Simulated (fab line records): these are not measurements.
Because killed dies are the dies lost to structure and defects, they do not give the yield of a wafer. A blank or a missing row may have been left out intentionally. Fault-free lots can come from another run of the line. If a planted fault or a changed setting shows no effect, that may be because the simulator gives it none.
Comparing a struck lot with a sound one -- flow sky130 -- 17 out of 708 route steps
Sound: the wafers L493.2, L493.4, L493.5. Wafers struck: L503.1, L503.2, L503.6. At the end, the cause is stated.
For every step that has rows: the tool of each side, followed by ch and its chambers, followed by its first start. Under that, the readings that differ: sound wafers -- struck wafers -- difference of the means -- sigmas: that difference in standard deviations of wafers without a fault.
alike: readings whose means differ by less than 2 such deviations, and words and numbers that are the same on both sides. not compared: withheld readings, readings that some wafer has no value for, bounds like >300 that may hide the same value, and numbers for which the record gives no deviation and whose values overlap.
The two part at a step that has a row with sigmas, a row that says differs or no value, or rows on one side only. Numbers that don't overlap but have no deviation are shown without sigmas and don't part them. Lack of a reading on every wafer of one side parts them only where that side has two or more wafers.

first, 4 steps without rows for these wafers: SKY_FIELD_ISO_WET_ETCH_29 (etches Si3N4 in H3PO4, target depth 160 nm, time 1825 s); SKY_FIELD_ISO_WET_ETCH_30 (etches SiO2 in dHF, target depth 25 nm, time 50 s); SKY_NWELL_CLEAN_00 (cleans in SC1/SC2, time 150 s); SKY_NWELL_OXIDATION_01 (stabilise 600 s, purge 300 s, target thk 10 nm).
SKY_NWELL_THK_MEAS_02:
  sound: film-metro-03 at day 3 09:33; struck: film-metro-02 at day 5 11:46
  alike: NWELL_OXIDATION_THK
then, 7 steps without rows for these wafers: SKY_DNWELL_DEHYDRATE_00 (time 60 s); SKY_DNWELL_HMDS_01 (prime time 60 s); SKY_DNWELL_COAT_02 (resist thk 3000 nm); SKY_DNWELL_SOFTBAKE_03; SKY_DNWELL_EXPOSE_04 (exposes mask DNM, target cd 3000 nm); SKY_DNWELL_PEB_05; SKY_DNWELL_DEVELOP_06 (develop time 60 s).
SKY_DNWELL_IMPLANT_07:
  sound on implanter-03 ch 0, day 4 02:13; struck on implanter-01 ch 0, day 6 05:52
SKY_DNWELL_STRIP_08: strips in O2/N2.
  sound on plasma-asher-01 ch 0, day 4 02:20; struck on plasma-asher-04 ch 0,1, day 6 06:01
  alike: drypump-motor-current-A, oes-product-au, strip-time-to-endpoint-s
  not compared: rf-hours-counter-h
SKY_DNWELL_TW_MEAS_09:
  sound: film-metro-03 at day 4 02:27; struck: film-metro-01 at day 6 06:07
reading,sound,struck,difference,sigmas
DNWELL_TW,1092 1108 1104,1379 1388 1384,+282,+46
then, 1 step without rows for these wafers: SKY_PWDE_DEHYDRATE_00 (time 60 s).
-- the record jumps here: 43 days lie between the struck wafers' starts before and after (it left off in module PWDE and takes up again in module PAD_OPEN, whose first step shown is number 708 of the route) --
SKY_PAD_OPEN_PROBE_99:
  sound: prober-02 at day 46 14:25; struck: prober-02 at day 48 23:34
reading,sound,struck,difference,sigmas
model.etest.res-deep-nwell.rs-ohm-sq,2191 2155 2162,1250 1250 1241,-922,
model.etest.res-pwde-under-gate.rs-ohm-sq,6149 6127 6143,6527 6547 6482,+379,
model.etest.res-deep-nwell.line-ohm-um,725.7 725.4 717,420.9 415.9 418.8,-304.2,
model.etest.res-pwell-under-gate.rs-ohm-sq,2252 2249 2275,2343 2336 2340,+81,
  alike: killed_at_M0_to_M3, killed_at_M4_up, killed-at-contacts, killed-at-front-end, killed-at-other, killed-dies, killed-on-rim, killed-open, killed-short

== WHERE THEY PART ==
Within this record, at SKY_DNWELL_TW_MEAS_09 only. Later steps at which nothing parts them and some readings are alike: SKY_PAD_OPEN_PROBE_99.

WHY: what the simulator had put in
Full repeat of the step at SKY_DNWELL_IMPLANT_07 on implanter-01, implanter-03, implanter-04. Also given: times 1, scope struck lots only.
